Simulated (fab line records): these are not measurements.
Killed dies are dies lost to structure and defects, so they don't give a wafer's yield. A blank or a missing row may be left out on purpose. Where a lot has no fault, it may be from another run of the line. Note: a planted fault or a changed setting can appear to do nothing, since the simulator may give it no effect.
A single fault, viewed from 2 desks || flow gf180mcu || only its own numbers are on each desk; what lay behind them is given at the end

== THE METROLOGY DESK ==
What the gauges read for every lot (on any tool): the sampled wafers with a number, averaged. Marked OUT: a lot whose mean sits more than 4 standard deviations from the usual mean, which makes it out of limits; the brackets give that distance.
Columns: A = VT_IMPLANT_02_OVL at GF_VT_IMPLANT_OVL_MEAS_29, usual 0.6 nm; B = VT_IMPLANT_03_OVL at GF_VT_IMPLANT_OVL_MEAS_40, usual -0.2 nm; C = DUAL_GATE_OXIDATION_00_THK at GF_DUAL_GATE_THK_MEAS_03, usual 10.90 nm; D = POLY_GATE_CVD_00_THK at GF_POLY_GATE_THK_MEAS_01, usual 200.5 nm
{"lot": "L611", "first seen here": "day 6 18:54", "A": -1.0, "B": 0.6, "C": 10.76, "D": 202.3}
{"lot": "L612", "first seen here": "day 7 03:40", "A": 0.4, "B": 0.6, "C": 11.00, "D": 202.0}
{"lot": "L614", "first seen here": "day 7 14:09", "A": 0.0, "B": -1.3, "C": 10.80, "D": 199.4}
{"lot": "L616", "first seen here": "day 8 04:09", "A": 0.6, "B": -2.1, "C": 11.13, "D": 203.0}
{"lot": "L617", "first seen here": "day 8 21:22", "A": 1.3, "B": 1.7, "C": 10.95, "D": 202.2}
{"lot": "L620", "first seen here": "day 9 05:15", "A": -0.2, "B": 1.0, "C": 11.20, "D": 198.1}
{"lot": "L621", "first seen here": "day 9 20:15", "A": -0.5, "B": 0.7, "C": 10.78, "D": 199.4}
{"lot": "L622", "first seen here": "day 9 22:45", "A": -0.0, "B": 2.1, "C": 10.42, "D": 201.7}
{"lot": "L624", "first seen here": "day 10 09:36", "A": 2.1, "B": -0.5, "C": 11.53, "D": 199.4}
{"lot": "L625", "first seen here": "day 10 14:40", "A": 0.9, "B": 0.9, "C": 11.42, "D": 200.3}
{"lot": "L626", "first seen here": "day 10 20:21", "A": 1.9, "B": -1.4, "C": 10.91, "D": 201.5}
{"lot": "L627", "first seen here": "day 11 05:55", "A": 1.4, "B": 0.5, "C": 10.97, "D": 198.8}
{"lot": "L634", "first seen here": "day 13 06:56", "A": 1.9, "B": 0.7, "C": 11.01, "D": 200.3}
This desk's verdict: no lot among the 13 shows anything out of limits.

== TOOL OWNER'S DESK, furnace-02 ==
The tool's own readings at GF_DUAL_GATE_OXIDATION_02 (stabilise 600 s, purge 300 s, target thk 10.887 nm): means of the sampled wafers that have a number, for each lot that ran on this tool. Marked OUT: a lot whose mean sits more than 4 standard deviations from the usual mean, which makes it out of limits; the brackets give that distance. Of its 9 readings 7 are shown: the one that was out of limits first, and those that lie furthest out on some lot.
Columns: A = spikeTcBottomC at GF_DUAL_GATE_OXIDATION_02, usual 912.5 C; B = spikeTcCentreC at GF_DUAL_GATE_OXIDATION_02, usual 901.4 C; C = spikeTcLowerC at GF_DUAL_GATE_OXIDATION_02, usual 900.5 C; D = spikeTcTopC at GF_DUAL_GATE_OXIDATION_02, usual 909.3 C; E = spikeTcUpperC at GF_DUAL_GATE_OXIDATION_02, usual 900.6 C; F = tubeCenterTempC at GF_DUAL_GATE_OXIDATION_02, usual 900.00 C; G = tube_center_temp_C_max at GF_DUAL_GATE_OXIDATION_02, usual 902.3
{"lot": "L611", "first seen here": "day 7 12:29", "A": 914.2, "B": 901.8, "C": 899.8, "D": 912.4, "E": 899.7, "F": 899.87, "G": 902.2}
{"lot": "L614", "first seen here": "day 8 07:38", "A": 913.5, "B": 900.9, "C": 900.1, "D": 912.1, "E": 900.4, "F": 899.97, "G": 902.3}
{"lot": "L621", "first seen here": "day 10 14:59", "A": 914.8, "B": 900.9, "C": 900.0, "D": 912.5, "E": 898.9, "F": 899.99, "G": 902.0}
{"lot": "L622", "first seen here": "day 10 18:00", "A": 913.7, "B": 901.0, "C": 900.1, "D": 912.4, "E": 899.6, "F": 899.92, "G": 902.3}
{"lot": "L624", "first seen here": "day 11 04:52", "A": "920.6 (+4.5) OUT", "B": "908.2 (+6.8) OUT", "C": "907.4 (+7.8) OUT", "D": 918.9, "E": "906.5 (+4.5) OUT", "F": "906.44 (+68) OUT", "G": "908.7 (+16) OUT"}
{"lot": "L625", "first seen here": "day 11 10:53", "A": "921.0 (+4.7) OUT", "B": "907.8 (+6.4) OUT", "C": "908.2 (+8.7) OUT", "D": 918.2, "E": "907.0 (+4.9) OUT", "F": "906.34 (+67) OUT", "G": "908.6 (+16) OUT"}
This desk finds L624, L625 out of limits, L624 being first, at day 11 04:52 (spikeTcBottomC at GF_DUAL_GATE_OXIDATION_02). L611, L614, L621, L622: within limits.

== ALL TOGETHER ==
The tool owner's desk could have raised an alarm at day 11 04:52, on L624, L625.
At the metrology desk, nothing out of limits was observed.
The metrology desk has L624, L625 on record, within its limits.
Of the lots named, all ran GF_DUAL_GATE_OXIDATION_02 on furnace-02.

== WHAT WAS PUT IN BY THE SIMULATOR ==
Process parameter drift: furnace-02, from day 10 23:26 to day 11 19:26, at GF_DUAL_GATE_OXIDATION_02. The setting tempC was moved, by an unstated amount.
Shown lots that were struck: L624, L625.
Hours from the fault's start to each desk's first reading out of limits: the tool owner's desk, 5.
